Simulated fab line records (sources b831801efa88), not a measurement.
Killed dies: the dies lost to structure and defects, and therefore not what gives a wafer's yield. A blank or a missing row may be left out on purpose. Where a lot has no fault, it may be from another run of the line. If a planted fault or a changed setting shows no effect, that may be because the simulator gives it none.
Chamber matching :: flow sky130 :: SKY_CAPM_CVD_00 on pecvd-01 has 3 sister chambers
The step deposits SiO2, target thk 15.5 nm. 3 wafers are shown with their chamber, then 7 later ones without.

WAFERS WITH THEIR CHAMBER
wafer: L080.6
chamber: 2
heaterPowerW (W): 694

wafer: L090.1
chamber: 0
heaterPowerW (W): 582

wafer: L090.3
chamber: 1
heaterPowerW (W): 679

WAFERS WITHOUT THEIR CHAMBER
wafer: L090.5
heaterPowerW (W): 688

wafer: L094.1
heaterPowerW (W): 634

wafer: L094.2
heaterPowerW (W): 840

wafer: L094.3
heaterPowerW (W): 704

wafer: L094.4
heaterPowerW (W): 636

wafer: L094.5
heaterPowerW (W): 711

wafer: L094.6
heaterPowerW (W): 836

THE CHAMBER EACH PASSED THROUGH
wafer: L090.5
from the rows above: can't be placed: 2 or 1 or 0
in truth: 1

wafer: L094.1
from the rows above: can't be placed: 1 or 0 or 2
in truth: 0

wafer: L094.2
from the rows above: can't be placed: 2 or 1 or 0
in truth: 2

wafer: L094.3
from the rows above: can't be placed: 2 or 1 or 0
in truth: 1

wafer: L094.4
from the rows above: can't be placed: 1 or 0 or 2
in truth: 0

wafer: L094.5
from the rows above: can't be placed: 2 or 1 or 0
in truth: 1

wafer: L094.6
from the rows above: can't be placed: 2 or 1 or 0
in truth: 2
Placed correctly: 0 of 7. Cannot be placed on the basis of these rows: 7; the candidates contain the true chamber in 7. Number placed wrongly: 0.
How it was worked out, from the rows above alone: a wafer's distance from a chamber is the root of the sum, over the readings, of the square of ((its reading less the chamber's mean) divided by the reading's scatter). The wafer belongs to the nearest chamber; if the next one is less than 2 further off, it can't be placed. The mean given for a chamber averages the wafers shown for that chamber. The scatter: root of mean squared gap, hidden wafer to nearest shown wafer, with one shown wafer a chamber.
